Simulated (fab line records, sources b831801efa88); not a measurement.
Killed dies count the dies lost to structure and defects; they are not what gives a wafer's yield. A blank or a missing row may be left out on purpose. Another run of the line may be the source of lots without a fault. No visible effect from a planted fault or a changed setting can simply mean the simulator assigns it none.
Matching of chambers | flow sky130 | 4 sister chambers for SKY_VIA2_CMP_02 on cmp-02
The step polishes SiO2. 20 wafers are shown with their chamber, then 10 later ones without.

WAFERS PAIRED WITH THEIR CHAMBERS
wafer  | chamber | motorCurrentA (A) | slurryFlowMlMin | slurryFilterDpKPa (kPa)
L080.1 | 0       | 14.5              | 150.0           | 13.49
L080.2 | 2       | 12.8              | 149.3           | 13.43
L080.3 | 1       | 11.4              | 150.5           | 13.43
L079.1 | 0       | 14.6              | 149.7           | 13.60
L079.4 | 2       | 12.9              | 150.2           | 13.46
L079.5 | 1       | 10.7              | 149.5           | 13.59
L081.2 | 0       | 14.6              | 149.7           | 13.64
L081.4 | 2       | 13.3              | 150.6           | 13.36
L081.6 | 1       | 11.1              | 150.6           | 13.58
L082.2 | 2       | 12.6              | 150.3           | 13.59
L082.3 | 0       | 14.8              | 149.5           | 13.51
L082.4 | 3       | 10.3              | 149.8           | 13.35
L086.1 | 0       | 14.7              | 149.4           | 13.38
L086.2 | 3       | 10.1              | 150.0           | 13.34
L086.5 | 3       | 10.0              | 150.2           | 13.43
L087.1 | 2       | 13.6              | 149.8           | 13.37
L087.3 | 3       | 10.6              | 149.5           | 13.63
L087.5 | 1       | 12.0              | 150.5           | 13.61
L088.2 | 0       | 15.4              | 150.0           | 13.69
L088.4 | 2       | 13.2              | 150.9           | 13.83

SIGNATURES (averages over the wafers above)
reading           | chamber 0 | chamber 1 | chamber 2 | chamber 3 | scatter within a chamber
motorCurrentA     | 14.767    | 11.300    | 13.067    | 10.250    | 0.381
slurryFlowMlMin   | 149.717   | 150.275   | 150.183   | 149.875   | 0.434
slurryFilterDpKPa | 13.5517   | 13.5525   | 13.5067   | 13.4375   | 0.137
Rule: for a wafer and a chamber, the distance is found by dividing, reading by reading, the gap between the wafer's reading and the chamber's mean by the reading's scatter, squaring, summing and taking the root. The wafer belongs to the nearest chamber; if the next one is less than 2 further off, it can't be placed. How the scatter is found: for the shown wafers, subtract from each reading the mean of its chamber, square and add these, divide the total by (wafers less chambers), then take the root.

WAFERS WHOSE CHAMBER IS MISSING
wafer  | motorCurrentA (A) | slurryFlowMlMin | slurryFilterDpKPa (kPa)
L088.5 | 11.0              | 150.9           | 13.22
L089.1 | 12.8              | 150.6           | 13.34
L089.2 | 10.5              | 150.5           | 13.27
L089.4 | 15.1              | 149.7           | 13.56
L090.1 | 14.6              | 149.8           | 13.52
L090.3 | 13.5              | 149.9           | 13.62
L090.6 | 12.9              | 150.1           | 13.63
L095.1 | 14.1              | 150.0           | 13.53
L095.3 | 13.0              | 149.9           | 13.87
L095.5 | 11.4              | 149.7           | 13.39

THE CHAMBER EACH PASSED THROUGH
wafer  | from the rows above     | in truth
L088.5 | can't be placed: 1 or 3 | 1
L089.1 | 2                       | 2
L089.2 | can't be placed: 3 or 1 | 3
L089.4 | 0                       | 0
L090.1 | 0                       | 0
L090.3 | can't be placed: 2 or 0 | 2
L090.6 | 2                       | 2
L095.1 | can't be placed: 0 or 2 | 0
L095.3 | 2                       | 2
L095.5 | can't be placed: 1 or 3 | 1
Placed correctly: 5 of 10. Not placeable from these rows: 5 (in 5, the candidates include the true chamber). 0 placed wrongly.
